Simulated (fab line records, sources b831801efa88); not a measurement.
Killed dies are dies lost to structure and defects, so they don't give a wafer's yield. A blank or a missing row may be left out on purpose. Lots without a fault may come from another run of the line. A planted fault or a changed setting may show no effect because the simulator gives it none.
Chamber matching | flow gf180mcu | GF_V4_CVD_02 on pecvd-03: 3 sister chambers
The step deposits SiO2 from TEOS, target thk 850 nm, time 94.851 s. 3 wafers are shown with their chamber, then 9 later ones without.

WAFERS WITH THEIR CHAMBER
wafer  | chamber | heater_power_w (W)
L094.1 | 1       | 795
L095.5 | 0       | 581
L095.6 | 2       | 690

WAFERS WITHOUT THEIR CHAMBER
wafer  | heater_power_w (W)
L096.2 | 563
L096.3 | 635
L096.4 | 830
L097.1 | 824
L097.2 | 711
L097.3 | 521
L097.4 | 573
L097.5 | 587
L097.6 | 870

WHICH CHAMBER EACH WENT THROUGH
wafer  | from the rows above     | in truth
L096.2 | 0                       | 0
L096.3 | can't be placed: 0 or 2 | 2
L096.4 | 1                       | 1
L097.1 | 1                       | 1
L097.2 | can't be placed: 2 or 1 | 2
L097.3 | 0                       | 0
L097.4 | 0                       | 0
L097.5 | 0                       | 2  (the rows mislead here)
L097.6 | 1                       | 1
Placed correctly: 6 of 9. Can't be placed from these rows: 2 (the true chamber is among the candidates in 2). Placed wrongly: 1.
How it was worked out, from the rows above alone: a wafer's distance from a chamber is the root of the sum, over the readings, of the square of ((its reading less the chamber's mean) divided by the reading's scatter). The wafer belongs to the nearest chamber; if the next one is less than 2 further off, it can't be placed. A chamber's mean is the mean of its shown wafers. The scatter: with one shown wafer a chamber, the root of the mean of the squares of how far each hidden wafer lies from its nearest shown one.
